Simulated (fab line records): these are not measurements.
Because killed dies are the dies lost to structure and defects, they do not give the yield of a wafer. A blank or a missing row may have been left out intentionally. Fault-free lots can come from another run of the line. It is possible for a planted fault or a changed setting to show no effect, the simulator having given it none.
fab line records | flow sky130
record lots=5 | wafers=14 | last_day=50
route steps=708 shown POLY_GATE@219 PAD_OPEN@708
lots that met no fault: taken from a fault-free run of the same line
start_h: start of the lot's first displayed wafer, in hours after the record's first day | wait_h: time in hours since the lot's previous step | " the same as in the row above | L1.1+2: a single row standing in for several wafers | - either no value or no given start | * or withheld: withheld | < > ~ a bound
route shown NAME@n: a module of which the file shows steps, and the number in the route of the first | usual: mean and standard deviation over wafers with no fault | same: alike in all rows | chamber/n: place in a boat | sites: the reading at each site | _std_site: standard deviation of those values | _edge_site: outer sites' mean less inner sites' | radius_mm: for every site, how far away it sits from the centre of the wafer | mask NAME#n: copy n | behind: the most recent tool/chamber to have shaped the wafer | hold: reason for holding the lot/hours on hold/outcome of the hold | device: which transistor (n, p or np) failed to switch | end of line: at the end of the route, the tests of the same wafers | a step given without rows: its recipe and nothing more | killed: count of dies lost to structure and defects at first sort (not the wafer's yield) | map: a wafer's dies, x killed, . not, _ none there
set.NAME: setting as actually run; set.NAME@STEP: the setting as run at that earlier step | model.NAME: the simulator's own value behind a step, which no gauge read
lots seen at some steps along the route; tables by step, rows by wafer
services: a tool's chamber out of use, with start hour (start_h, from the record's first day; less than 0 if before it), hours out, and reason
## steps
# step SKY_POLY_GATE_DEHYDRATE_05
# recipe temp_c=200 | time_s=60
# step SKY_POLY_GATE_HMDS_06
# recipe prime_time_s=60 | prime_temp_c=120
# step SKY_POLY_GATE_COAT_07
# recipe resist=BARC | temp_c=withheld | time_s=withheld | spin_rpm=3000 | resist_thk_nm=110
# step SKY_POLY_GATE_COAT_08
# recipe resist=KrF-thick | spin_rpm=3000 | resist_thk_nm=450
# step SKY_POLY_GATE_SOFTBAKE_09
# recipe temp_c=100 | time_s=90 | resist=KrF-thick
# step SKY_POLY_GATE_EXPOSE_10
# recipe mask_id=P1M | na=0.68 | source_shape=conventional | sigma_outer=0.6 | target_cd_nm=150 | dose_mj=28
# step SKY_POLY_GATE_PEB_11
# recipe peb_temp_c=withheld | peb_time_s=withheld | resist=KrF-thick
# step SKY_POLY_GATE_DEVELOP_12
# recipe develop_time_s=60 | resist=KrF-thick | dev_temp_c=21
# step SKY_POLY_GATE_CD_MEAS_13
# recipe target_cd_nm=150
# usual cd_nm=149.6/1.4
lot.wafer | tool      | chamber | start_h | wait_h | cd_nm
L925.3    | cd_sem-01 | -       | 402.69  | -      | 151.6
L925.5    | "         | -       | "       | "      | 151.3
L925.6    | "         | -       | "       | "      | 151.4
L929.4    | cd_sem-01 | -       | 433.39  | -      | 148.2
L929.5    | "         | -       | "       | "      | 148.4
L942.1    | cd_sem-02 | -       | 538.41  | -      | 147.8
L942.2    | "         | -       | "       | "      | 147.0
L942.3    | "         | -       | "       | "      | 148.2
L943.1    | cd_sem-02 | -       | 543.50  | -      | 150.1
L943.2    | "         | -       | "       | "      | 148.8
L943.5    | "         | -       | "       | "      | 149.7
L946.1    | cd_sem-02 | -       | 563.30  | -      | 148.2
L946.5    | "         | -       | "       | "      | 149.8
L946.6    | "         | -       | "       | "      | 149.2
# step SKY_POLY_GATE_OVL_MEAS_14
# usual POLY_GATE_OVL=2/5.9
lot.wafer | tool       | chamber | start_h | wait_h | POLY_GATE_OVL[nm]
L925.3    | overlay-02 | -       | 402.78  | 0.1    | 2
L925.5    | "          | -       | "       | "      | -2
L925.6    | "          | -       | "       | "      | -8
L929.4    | overlay-01 | -       | 433.47  | 0.1    | -2
L929.5    | "          | -       | "       | "      | 0
L942.1    | overlay-01 | -       | 538.53  | 0.1    | -1
L942.2    | "          | -       | "       | "      | 4
L942.3    | "          | -       | "       | "      | -3
L943.1    | overlay-02 | -       | 543.62  | 0.1    | -4
L943.2    | "          | -       | "       | "      | 8
L943.5    | "          | -       | "       | "      | 1
L946.1    | overlay-02 | -       | 563.42  | 0.1    | 5
L946.5    | "          | -       | "       | "      | 9
L946.6    | "          | -       | "       | "      | 0
# step SKY_POLY_GATE_ETCH_15
# recipe chemistry=N2/H2 | target=BARC | ion_energy_ev=200 | source_w=500 | bias_w=100 | pressure_mtorr=30 | n2_flow_sccm=100 | h2_flow_sccm=200 | stop_on=SiO2 | time_s=118.5 | target_depth_a=1100
# usual bias_w=100.0/0.31 | drypump_motor_current_A=6.0/0.34 | h2_flow_sccm=200.1/0.61 | n2_flow_sccm=100.0/0.32 | oes_product_au=0.716/0.0043 | throttle_valve_pct=13.213/0.0097
lot.wafer | tool        | chamber | start_h | wait_h | bias_w | drypump_motor_current_A | h2_flow_sccm | n2_flow_sccm | oes_product_au | rf_hours_counter_h | throttle_valve_pct
L925.3    | rie_diel-01 | 1       | 402.80  | 0.0    | 100.4  | 6.6                     | 200.2        | 100.2        | 0.714          | 0                  | 13.216
L925.5    | "           | 0       | "       | "      | 100.4  | 6.0                     | 201.3        | 99.8         | 0.720          | -                  | 13.232
L925.6    | "           | 1       | "       | "      | 100.2  | 6.6                     | 199.7        | 99.9         | 0.721          | -                  | 13.211
L929.4    | rie_diel-01 | 2       | 433.48  | 0.0    | 99.8   | 6.5                     | 199.8        | 100.7        | 0.709          | 15                 | 13.203
L929.5    | "           | 3       | "       | "      | 100.3  | 5.8                     | 200.8        | 99.7         | 0.715          | -                  | 13.210
L942.1    | rie_diel-03 | 1       | 538.57  | 0.0    | 100.1  | 5.9                     | 200.1        | 100.3        | 0.716          | 5                  | 13.204
L942.2    | "           | 3       | "       | "      | 100.7  | 6.2                     | 200.1        | 100.6        | 0.710          | 75                 | 13.234
L942.3    | "           | 2       | "       | "      | 99.7   | 5.8                     | 199.9        | 99.6         | 0.716          | 1                  | 13.236
L943.1    | rie_diel-04 | 3       | 543.65  | 0.0    | 100.1  | 5.9                     | 200.6        | 100.1        | 0.705          | 8                  | 13.191
L943.2    | "           | 0       | "       | "      | 100.2  | 6.6                     | 200.6        | 100.2        | 0.713          | 10                 | 13.209
L943.5    | "           | 3       | "       | "      | 100.3  | 5.9                     | 201.2        | 99.6         | 0.712          | -                  | 13.202
L946.1    | rie_diel-03 | 1       | 563.45  | 0.0    | 100.2  | 6.0                     | 200.5        | 99.8         | 0.720          | 5                  | 13.205
L946.5    | "           | 1       | "       | "      | 100.2  | 6.0                     | 200.2        | 100.3        | 0.717          | -                  | 13.212
L946.6    | "           | 0       | "       | "      | 99.7   | 5.5                     | 200.0        | 100.4        | 0.709          | -                  | 13.214
# step SKY_POLY_GATE_ETCH_16
# recipe stop_on=poly-Si | chemistry=CH3F/O2 | target=Si3N4 | source_w=400 | bias_w=80 | pressure_mtorr=25 | ch3f_flow_sccm=40 | O2_flow_sccm=30 | time_s=147.5 | target_depth_a=750
# usual bias_w=80.03/0.24 | drypump_motor_current_A=6.0/0.34 | oes_product_au=0.639/0.0053 | throttle_valve_pct=10.534/0.0089
lot.wafer | tool        | chamber | start_h | wait_h | bias_w | drypump_motor_current_A | oes_product_au | rf_hours_counter_h | throttle_valve_pct
L925.3    | rie_diel-01 | 1       | 402.89  | 0.0    | 80.02  | 6.6                     | 0.643          | 0                  | 10.542
L925.5    | "           | 0       | "       | "      | 80.27  | 6.0                     | 0.639          | -                  | 10.537
L925.6    | "           | 1       | "       | "      | 79.87  | 6.6                     | 0.639          | -                  | 10.545
L929.4    | rie_diel-01 | 2       | 433.57  | 0.0    | 80.00  | 6.6                     | 0.637          | 15                 | 10.520
L929.5    | "           | 3       | "       | "      | 80.13  | 5.8                     | 0.639          | -                  | 10.535
L942.1    | rie_diel-03 | 1       | 538.65  | 0.0    | 79.83  | 5.9                     | 0.635          | 5                  | 10.536
L942.2    | "           | 3       | "       | "      | 79.81  | 6.2                     | 0.634          | 75                 | 10.528
L942.3    | "           | 2       | "       | "      | 79.64  | 5.7                     | 0.647          | 1                  | 10.525
L943.1    | rie_diel-04 | 3       | 543.74  | 0.0    | 79.66  | 5.9                     | 0.639          | 8                  | 10.535
L943.2    | "           | 0       | "       | "      | 79.82  | 6.6                     | 0.637          | 10                 | 10.532
L943.5    | "           | 3       | "       | "      | 79.84  | 5.9                     | 0.644          | -                  | 10.523
L946.1    | rie_diel-03 | 1       | 563.54  | 0.0    | 80.23  | 6.0                     | 0.637          | 5                  | 10.548
L946.5    | "           | 1       | "       | "      | 80.05  | 6.0                     | 0.645          | -                  | 10.535
L946.6    | "           | 0       | "       | "      | 79.95  | 5.5                     | 0.645          | -                  | 10.529
# step SKY_POLY_GATE_ETCH_17
# recipe target_depth_nm=180 | stop_on=SiO2 | over_etch_frac=0.56667 | chemistry=HBr/Cl2 | target=poly-Si | icp_w=400 | bias_w=100 | pressure_mtorr=10 | HBr_flow_sccm=150 | Cl2_flow_sccm=50 | time_s=70.5
# usual HBr_flow_sccm=149.9/0.48 | bias_w=99.99/0.29 | drypump_motor_current_A=5.6/0.37 | oes_product_au=0.983/0.0073 | throttle_valve_pct=33.683/0.0096
# same over_etch_frac=0.56667
lot.wafer | tool      | chamber | start_h | wait_h | HBr_flow_sccm | bias_w | drypump_motor_current_A | oes_product_au | rf_hours_counter_h | throttle_valve_pct | model.KrF-thick_of_POLY_GATE_COAT_08.thk_nm | model.POLY_GATE.feature_depth_nm | model.SiO2_of_SONOS_ONO_CVD_04.thk_nm
L925.3    | rie_si-02 | 2       | 402.98  | 0.0    | 149.7         | 99.89  | 5.7                     | 0.978          | 0                  | 33.698             | 141.3                                       | 176.8                            | 4.232
L925.5    | "         | 3       | "       | "      | 149.8         | 99.94  | 5.7                     | 0.969          | -                  | 33.694             | 144.2                                       | 176.6                            | 4.247
L925.6    | "         | 0       | "       | "      | 150.0         | 99.60  | 5.4                     | 0.967          | -                  | 33.674             | 140                                         | 174.1                            | 4.174
L929.4    | rie_si-02 | 2       | 433.67  | 0.0    | 149.9         | 99.98  | 5.7                     | 0.982          | 1                  | 33.681             | 77.51                                       | 180.5                            | 2.366
L929.5    | "         | 1       | "       | "      | 149.9         | 100.07 | 5.7                     | 1.001          | -                  | 33.684             | 73.68                                       | 181.6                            | 2.403
L942.1    | rie_si-01 | 2       | 538.75  | 0.0    | 150.4         | 99.81  | 6.4                     | 0.961          | 3                  | 33.669             | 147                                         | 177.1                            | 4.281
L942.2    | "         | 3       | "       | "      | 150.0         | 100.04 | 5.5                     | 0.988          | 1                  | 33.676             | 139.2                                       | 177.7                            | 4.185
L942.3    | "         | 1       | "       | "      | 149.0         | 99.84  | 5.5                     | 0.980          | 4                  | 33.697             | 145.8                                       | 176.9                            | 4.313
L943.1    | rie_si-02 | 3       | 543.83  | 0.0    | 150.0         | 100.14 | 5.7                     | 0.983          | 3                  | 33.688             | 141.8                                       | 176.9                            | 4.31
L943.2    | "         | 2       | "       | "      | 149.3         | 99.69  | 5.7                     | 0.983          | 1                  | 33.672             | 140.6                                       | 176                              | 4.254
L943.5    | "         | 1       | "       | "      | 150.1         | 100.42 | 5.7                     | 0.967          | -                  | 33.676             | 143                                         | 176.4                            | 4.425
L946.1    | rie_si-01 | 1       | 563.63  | 0.0    | 149.9         | 99.43  | 5.5                     | 0.970          | 4                  | 33.667             | 144.5                                       | 172.8                            | 4.267
L946.5    | "         | 1       | "       | "      | 150.7         | 99.74  | 5.4                     | 0.973          | -                  | 33.681             | 144.2                                       | 174.6                            | 4.251
L946.6    | "         | 2       | "       | "      | 150.4         | 99.96  | 6.4                     | 0.979          | -                  | 33.670             | 142.8                                       | 175.2                            | 4.302
# step SKY_POLY_GATE_STRIP_18
# recipe chemistry=O2/N2 | power_w=1400 | pressure_mtorr=1500 | platen_temp_c=withheld | o2_flow_sccm=3000 | n2_flow_sccm=300 | overash_fraction=0.5
# usual drypump_motor_current_A=5.7/0.32 | n2_flow_sccm=300.0/1 | oes_product_au=0.362/0.005 | strip_time_to_endpoint_s=3.19/0.033
lot.wafer | tool            | chamber | start_h | wait_h | drypump_motor_current_A | n2_flow_sccm | oes_product_au | rf_hours_counter_h | strip_time_to_endpoint_s
L925.3    | plasma_asher-04 | 0       | 403.07  | 0.1    | 5.7                     | 301.5        | 0.363          | -                  | 3.18
L925.5    | "               | 1       | "       | "      | 6.4                     | 297.5        | 0.361          | -                  | 3.21
L925.6    | "               | 0       | "       | "      | 5.8                     | 300.4        | 0.360          | -                  | 3.17
L929.4    | plasma_asher-04 | 1       | 433.75  | 0.1    | 6.4                     | 299.5        | 0.325          | -                  | 2.47
L929.5    | "               | 1       | "       | "      | 6.4                     | 299.8        | 0.334          | -                  | 2.44
L942.1    | plasma_asher-04 | 1       | 538.80  | 0.0    | 6.3                     | 299.1        | 0.364          | 72                 | 3.25
L942.2    | "               | 0       | "       | "      | 5.8                     | 299.1        | 0.365          | 72                 | 3.17
L942.3    | "               | 0       | "       | "      | 5.8                     | 299.2        | 0.352          | -                  | 3.25
L943.1    | plasma_asher-01 | 0       | 543.89  | 0.0    | 5.5                     | 299.3        | 0.357          | 13                 | 3.18
L943.2    | "               | 1       | "       | "      | 5.4                     | 301.5        | 0.353          | 13                 | 3.18
L943.5    | "               | 0       | "       | "      | 5.5                     | 301.2        | 0.368          | -                  | 3.20
L946.1    | plasma_asher-01 | 1       | 563.69  | 0.0    | 5.4                     | 299.2        | 0.364          | 15                 | 3.21
L946.5    | "               | 0       | "       | "      | 5.5                     | 300.1        | 0.369          | -                  | 3.18
L946.6    | "               | 1       | "       | "      | 5.4                     | 300.2        | 0.368          | -                  | 3.18
# step SKY_POLY_GATE_CLEAN_19
# recipe chemistry=SC1/SC2 | mix=1:4:20 | temp_c=70 | time_s=150 | dry=n2_spin
# step SKY_PAD_OPEN_PROBE_99
# usual killed_at_M0_to_M3=43/6.8 | killed_at_M4_up=3.0/1.6 | killed_at_contacts=25/6 | killed_at_front_end=15/4.4 | killed_at_other=0.3/0.52 | killed_dies=86/9.6 | killed_open=47/6.7 | killed_short=39/6.8
# same gross_dies=492 | killed_at_back_side=0
lot.wafer | tool      | chamber | start_h | wait_h | killed_at_M0_to_M3 | killed_at_M4_up | killed_at_contacts | killed_at_front_end | killed_at_other | killed_dies | killed_open | killed_short | model.etest.tip_p.rs_ohm_sq | model.etest.tip_sonos.rs_ohm_sq | model.etest.pfet_01v8.r_on_ohm_um | model.etest.nfet_01v8.drive_ua_um | model.etest.nfet_01v8_lvt.drive_ua_um | model.etest.nfet_01v8_turned.drive_ua_um | model.etest.nfet_01v8_swapped.drive_ua_um | model.etest.sram_nfet_pass.drive_ua_um
L925.3    | prober-02 | -       | 1098.01 | 0.2    | 34                 | 4               | 21                 | 13                  | 0               | 72          | 47          | 25           | 6867                        | 2675                            | 2927                              | 501.8                             | 572.7                                 | 498.9                                    | 500.2                                     | 492
L925.5    | prober-02 | -       | 1098.11 | 0.2    | 35                 | 3               | 26                 | 12                  | 0               | 76          | 42          | 34           | 6829                        | 2713                            | 2876                              | 497.4                             | 563.6                                 | 493.4                                    | 494.3                                     | 467.2
L925.6    | prober-02 | -       | 1098.16 | 0.2    | 43                 | 1               | 25                 | 11                  | 0               | 80          | 53          | 27           | 6815                        | 2720                            | 2974                              | 483.5                             | 560.9                                 | 486.6                                    | 484.2                                     | 462.4
L929.4    | prober-01 | -       | 1121.21 | 0.2    | 42                 | 3               | 28                 | 9                   | 1               | 83          | 43          | 40           | 8787                        | 2161                            | 2639                              | 582.7                             | 656                                   | 585.8                                    | 586.1                                     | 566.1
L929.5    | prober-01 | -       | 1121.26 | 0.2    | 45                 | 4               | 14                 | 12                  | 0               | 75          | 37          | 38           | 8719                        | 2136                            | 2549                              | 593.8                             | 674.5                                 | 602.8                                    | 597.6                                     | 584.8
L942.1    | prober-01 | -       | 1185.13 | 0.1    | 41                 | 2               | 22                 | 22                  | 0               | 87          | 43          | 44           | 6856                        | 2730                            | 2830                              | 502.8                             | 569.1                                 | 506.5                                    | 504.4                                     | 482.2
L942.2    | prober-01 | -       | 1185.18 | 0.1    | 36                 | 2               | 25                 | 15                  | 0               | 78          | 36          | 42           | 6797                        | 2731                            | 2788                              | 508.4                             | 580.7                                 | 506.7                                    | 512.1                                     | 509
L942.3    | prober-01 | -       | 1185.23 | 0.2    | 40                 | 1               | 25                 | 13                  | 0               | 79          | 44          | 35           | 6760                        | 2718                            | 2861                              | 511.4                             | 579.6                                 | 513                                      | 514.7                                     | 507.5
L943.1    | prober-02 | -       | 1186.38 | 0.1    | 53                 | 4               | 25                 | 15                  | 0               | 97          | 52          | 45           | 6823                        | 2705                            | 2906                              | 508.5                             | 577.3                                 | 514.6                                    | 506.7                                     | 492.5
L943.2    | prober-02 | -       | 1186.43 | 0.1    | 43                 | 2               | 24                 | 19                  | 0               | 88          | 45          | 43           | 6824                        | 2690                            | 2870                              | 506.4                             | 576.4                                 | 509.1                                    | 504.8                                     | 502.7
L943.5    | prober-02 | -       | 1186.58 | 0.2    | 46                 | 2               | 28                 | 13                  | 0               | 89          | 55          | 34           | 6822                        | 2737                            | 2854                              | 506.9                             | 575                                   | 505.5                                    | 502.8                                     | 510.9
L946.1    | prober-01 | -       | 1199.55 | 0.1    | 55                 | 1               | 21                 | 21                  | 0               | 98          | 57          | 38           | 6740                        | 2675                            | 2844                              | 498.9                             | 570.5                                 | 497.4                                    | 502.3                                     | 496.6
L946.5    | prober-01 | -       | 1199.75 | 0.2    | 45                 | 2               | 31                 | 22                  | 0               | 100         | 52          | 48           | 6794                        | 2656                            | 2802                              | 520.7                             | 594.3                                 | 517.8                                    | 524.2                                     | 504.5
L946.6    | prober-01 | -       | 1199.80 | 0.2    | 47                 | 4               | 34                 | 8                   | 0               | 93          | 54          | 36           | 6745                        | 2705                            | 2834                              | 501.3                             | 573.1                                 | 500.4                                    | 503                                       | 503.1
# killed by level:class
L925.3 CONTACT:geometric_particle:open=11 VIA2:geometric_particle:open=10 VIA1:geometric_particle:open=9 LI_CONTACT:geometric_particle:open=6 FIELD_ISO:geometric_particle:short=5 METAL4:geometric_particle:short=4 METAL1:geometric_particle:short=4 VIA3:geometric_particle:open=4
L925.5 CONTACT:geometric_particle:open=10 LI_CONTACT:geometric_particle:open=8 VIA2:geometric_particle:open=5 POLY_GATE:geometric_particle:open=5 VIA1:geometric_particle:short=5 METAL3:geometric_particle:short=5 VIA3:geometric_particle:open=5 LOCAL_INTERCONNECT:geometric_particle:short=4
L925.6 VIA1:geometric_particle:open=15 CONTACT:geometric_particle:open=11 VIA2:geometric_particle:open=8 VIA3:geometric_particle:open=6 METAL2:geometric_particle:short=6 FIELD_ISO:geometric_particle:open=5 LI_CONTACT:geometric_particle:open=5 LOCAL_INTERCONNECT:geometric_particle:short=5
L929.4 VIA1:geometric_particle:open=10 LI_CONTACT:geometric_particle:open=9 METAL1:geometric_particle:short=9 CONTACT:geometric_particle:short=8 CONTACT:geometric_particle:open=8 VIA3:geometric_particle:open=7 METAL2:geometric_particle:short=5 METAL3:geometric_particle:short=5
L929.5 VIA1:geometric_particle:open=9 VIA1:geometric_particle:short=8 VIA2:geometric_particle:open=5 METAL2:geometric_particle:short=5 POLY_GATE:geometric_particle:open=4 LI_CONTACT:geometric_particle:short=4 LI_CONTACT:geometric_particle:open=4 METAL3:geometric_particle:short=4
L942.1 VIA1:geometric_particle:open=7 LOCAL_INTERCONNECT:geometric_particle:short=6 VIA2:geometric_particle:open=6 FIELD_ISO:geometric_particle:open=5 POLY_GATE:geometric_particle:short=5 SPACER:geometric_particle:short=5 CONTACT:geometric_particle:open=5 METAL1:geometric_particle:open=5
L942.2 LI_CONTACT:geometric_particle:open=10 VIA2:geometric_particle:open=7 CONTACT:geometric_particle:short=5 CONTACT:geometric_particle:open=5 VIA1:geometric_particle:open=5 FIELD_ISO:geometric_particle:short=4 POLY_GATE:geometric_particle:open=4 VIA3:geometric_particle:open=4
L942.3 CONTACT:geometric_particle:open=11 VIA1:geometric_particle:open=9 METAL2:geometric_particle:short=7 POLY_GATE:geometric_particle:open=6 VIA1:geometric_particle:short=6 VIA2:geometric_particle:open=6 CONTACT:geometric_particle:short=4 POLY_GATE:geometric_particle:short=4
L943.1 VIA1:geometric_particle:open=14 CONTACT:geometric_particle:open=13 METAL2:geometric_particle:short=11 VIA3:geometric_particle:open=9 FIELD_ISO:geometric_particle:open=6 LOCAL_INTERCONNECT:geometric_particle:short=6 VIA2:geometric_particle:short=6 CONTACT:geometric_particle:short=5
L943.2 VIA1:geometric_particle:open=8 VIA3:geometric_particle:open=8 CONTACT:geometric_particle:open=7 METAL2:geometric_particle:short=7 LI_CONTACT:geometric_particle:open=6 CONTACT:geometric_particle:short=6 VIA1:geometric_particle:short=5 VIA2:geometric_particle:short=5
L943.5 LI_CONTACT:geometric_particle:open=9 CONTACT:geometric_particle:short=9 VIA2:geometric_particle:open=9 VIA1:geometric_particle:open=9 CONTACT:geometric_particle:open=8 VIA3:geometric_particle:open=6 FIELD_ISO:geometric_particle:open=5 VIA1:geometric_particle:short=5
L946.1 VIA1:geometric_particle:open=17 VIA3:geometric_particle:open=11 VIA1:geometric_particle:short=8 LI_CONTACT:geometric_particle:open=7 CONTACT:geometric_particle:open=7 POLY_GATE:geometric_particle:open=5 METAL1:geometric_particle:short=4 LOCAL_INTERCONNECT:geometric_particle:short=4
L946.5 VIA1:geometric_particle:open=11 LI_CONTACT:geometric_particle:open=9 POLY_GATE:geometric_particle:short=7 CONTACT:geometric_particle:short=7 CONTACT:geometric_particle:open=7 FIELD_ISO:geometric_particle:open=5 POLY_GATE:geometric_particle:open=5 VIA1:geometric_particle:short=5
L946.6 VIA1:geometric_particle:open=16 CONTACT:geometric_particle:open=15 VIA3:geometric_particle:open=6 LI_CONTACT:geometric_particle:short=6 VIA2:geometric_particle:open=6 LI_CONTACT:geometric_particle:open=5 METAL2:geometric_particle:short=5 METAL3:geometric_particle:short=4
## services
tool            | chamber | start_h | hours | kind
rie_diel-01     | 3       | 381.19  | 4.5   | repair
rie_diel-03     | -       | 403.54  | 4.5   | repair
rie_diel-01     | -       | 417.97  | 1.1   | repair
rie_si-01       | 0       | 419.98  | 3.5   | repair
plasma_asher-01 | -       | 421.25  | 9.0   | pm
rie_diel-03     | 3       | 441.25  | 1.9   | repair
rie_diel-04     | 2       | 443.84  | 4.6   | repair
rie_diel-04     | -       | 449.44  | 0.9   | repair
rie_diel-04     | 0       | 451.17  | 8.4   | repair
rie_si-02       | 0       | 451.53  | 7.3   | repair
plasma_asher-04 | -       | 455.46  | 2.9   | repair
rie_diel-04     | -       | 459.64  | 5.8   | repair
rie_si-01       | 3       | 481.53  | 8.2   | repair
rie_diel-03     | 2       | 484.87  | -     | clean
rie_diel-03     | 2       | 484.87  | 29.2  | scheduled_down
rie_diel-03     | 2       | 484.87  | 29.2  | vent_cycle
plasma_asher-01 | -       | 510.22  | 9.9   | repair
rie_diel-03     | 0       | 517.20  | -     | clean
rie_diel-03     | 0       | 517.20  | 22.7  | scheduled_down
rie_diel-03     | 0       | 517.20  | 22.7  | vent_cycle
rie_diel-01     | 3       | 531.52  | 3.7   | repair
rie_diel-04     | 1       | 539.85  | 5.7   | repair
rie_diel-01     | 0       | 555.29  | 12.3  | repair
rie_si-02       | -       | 563.18  | 0.4   | repair
## key
first_sign step=SKY_POLY_GATE_STRIP_18 | reading=strip_time_to_endpoint_s | direction=down | sigmas=23 | usual=* | struck=*
effect step=SKY_POLY_GATE_STRIP_18 | reading=oes_product_au | direction=down | sigmas=6.5 | usual=0.362 | struck=0.330
model_effect step=SKY_POLY_GATE_ETCH_17 | value=KrF-thick_of_POLY_GATE_COAT_08.thk_nm | without=140.9 | struck=75.6
model_effect step=SKY_PAD_OPEN_PROBE_99 | value=etest.tip_p.rs_ohm_sq | without=6805 | struck=8753
met_at SKY_POLY_GATE_ETCH_17
struck_wafers L929.4,L929.5
tester_left_out L929
onset_between 402.98 433.67
also_fits SKY_POLY_GATE_ETCH_15:rie_diel-01,SKY_POLY_GATE_ETCH_16:rie_diel-01
fault kind=process_parameter_drift | tool=rie_si-02 | chamber=- | onset_h=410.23 | steps=SKY_POLY_GATE_ETCH_17 | channel=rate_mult | offset=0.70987 | shape=step | end_h=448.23 | scope=struck_wafers_only
# tester_left_out: of these lots the tester's yield and bins aren't shown, on N5 and GAA mostly nor the transistor test; their killed dies are dies lost to structure and defects alone, not to doping, threshold or leakage, so they don't give the yield
